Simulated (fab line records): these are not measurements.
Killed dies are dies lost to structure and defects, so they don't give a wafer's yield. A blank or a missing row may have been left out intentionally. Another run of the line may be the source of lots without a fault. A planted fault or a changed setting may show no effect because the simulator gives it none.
Which tool did it? -- flow sfq-line -- 14 lots (42 wafers sampled), 1 step of a 325-step route

== WHAT THE GAUGES SHOWED, per wafer ==
SFQ_M2_OVL_MEAS_916.
lot,measured,on,M2_OVL (nm)
L525,day 24 13:31,overlay-01,-8 -8 -7
L526,day 24 19:30,overlay-02,3 -1 1
L528,day 30 23:07,overlay-01,-1 -1 2
L529,day 31 06:08,overlay-01,9 4 0
L530,day 31 15:44,overlay-01,6 4 7
L531,day 32 17:56,overlay-01,4 7 -1
L532,day 33 08:20,overlay-01,-2 -2 5
L536,day 34 22:44,overlay-02,-11 -2 0
L537,day 35 04:44,overlay-02,-6 1 -6
L538,day 35 11:56,overlay-01,-9 -19 -9
L542,day 36 16:23,overlay-02,-9 -8 -4
L546,day 37 21:07,overlay-01,1 -2 -4
L547,day 40 19:08,overlay-01,-20 -21 -5
L548,day 41 00:23,overlay-02,0 10 -6

== WHAT TOOL EACH LOT RAN ON (gives the tool, then ch and the chambers of the sampled wafers, and finally the start) ==
Before these readings, the record contains no process step.

== AS READ BY THE TOOLS THEMSELVES (means over the sampled wafers that have a number; for cases with no such wafer, the mark the record gives instead) ==
The record holds no such reading with a usual standard deviation.

== THE ANSWER, worked out from the rows above alone ==
Rule: what is usual is taken from the lots themselves. Put in order of their means at a reading, lots are off if they are a third of the lots or fewer, leave a main group of 4 or more, and stand apart from it by a gap of 3 or more times the standard deviation of the main group's means; of several such gaps the widest counts. Not used: any main group whose means are identical at the precision the tables above print for the reading. A lot without any number at a reading at which 4 lots or more have one is off too. Any other lot the step has rows for is counted as sound. Order of review: gauges by route order, followed by the tools' own readings, for which a lot's mean as printed above is used. The first step at which some lot is off is used, and at that step the reading that is off furthest; a lot without a number counts as furthest.
None of the lots is off at any reading shown; this tells nothing.

== WHAT THE SIMULATOR HAD INSERTED ==
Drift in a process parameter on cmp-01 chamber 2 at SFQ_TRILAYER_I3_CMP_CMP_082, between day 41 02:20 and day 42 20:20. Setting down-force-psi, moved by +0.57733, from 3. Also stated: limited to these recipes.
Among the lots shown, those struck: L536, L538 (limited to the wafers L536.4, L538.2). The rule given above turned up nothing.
